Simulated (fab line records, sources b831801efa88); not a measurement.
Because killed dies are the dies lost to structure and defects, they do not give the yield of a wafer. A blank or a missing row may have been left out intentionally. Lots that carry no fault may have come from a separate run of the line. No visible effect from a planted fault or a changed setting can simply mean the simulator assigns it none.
Chamber matching    flow gf180mcu    pecvd-01 running GF_V4_CVD_02: 3 sister chambers
The step deposits SiO2 from TEOS, target thk 850 nm, time 94.851 s. 6 wafers are shown with their chamber, then 7 later ones without.

== WAFERS WITH THEIR CHAMBER ==
wafer   chamber  heater_power_outer_w (W)  heater_power_w (W)
L080.4  2        334                       676
L087.5  0        566                       843
L090.4  1        449                       784
L090.5  2        333                       662
L093.1  1        481                       828
L093.3  0        502                       783

== WAFERS WHOSE CHAMBER IS MISSING ==
wafer   heater_power_outer_w (W)  heater_power_w (W)
L093.5  515                       889
L094.3  288                       614
L094.5  499                       755
L094.6  338                       664
L096.1  509                       867
L096.2  294                       626
L096.5  343                       662

== THE CHAMBER EACH PASSED THROUGH ==
wafer   from the rows above      in truth
L093.5  can't be placed: 0 or 1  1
L094.3  2                        2
L094.5  can't be placed: 1 or 0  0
L094.6  2                        2
L096.1  can't be placed: 0 or 1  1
L096.2  2                        2
L096.5  2                        2
Correctly placed: 4 of 7. From these rows, 3 cannot be placed; in 3 the true chamber is one of the candidates. Wrongly placed: 0.
How it was worked out, from the rows above alone: a wafer's distance from a chamber is the root of the sum, over the readings, of the square of ((its reading less the chamber's mean) divided by the reading's scatter). The wafer belongs to the nearest chamber; if the next one is less than 2 further off, it can't be placed. Each chamber's mean is taken over the wafers shown for it. The scatter: take each reading less its chamber's mean, square it, sum over the shown wafers, divide by the number of wafers less the number of chambers, and take the root.
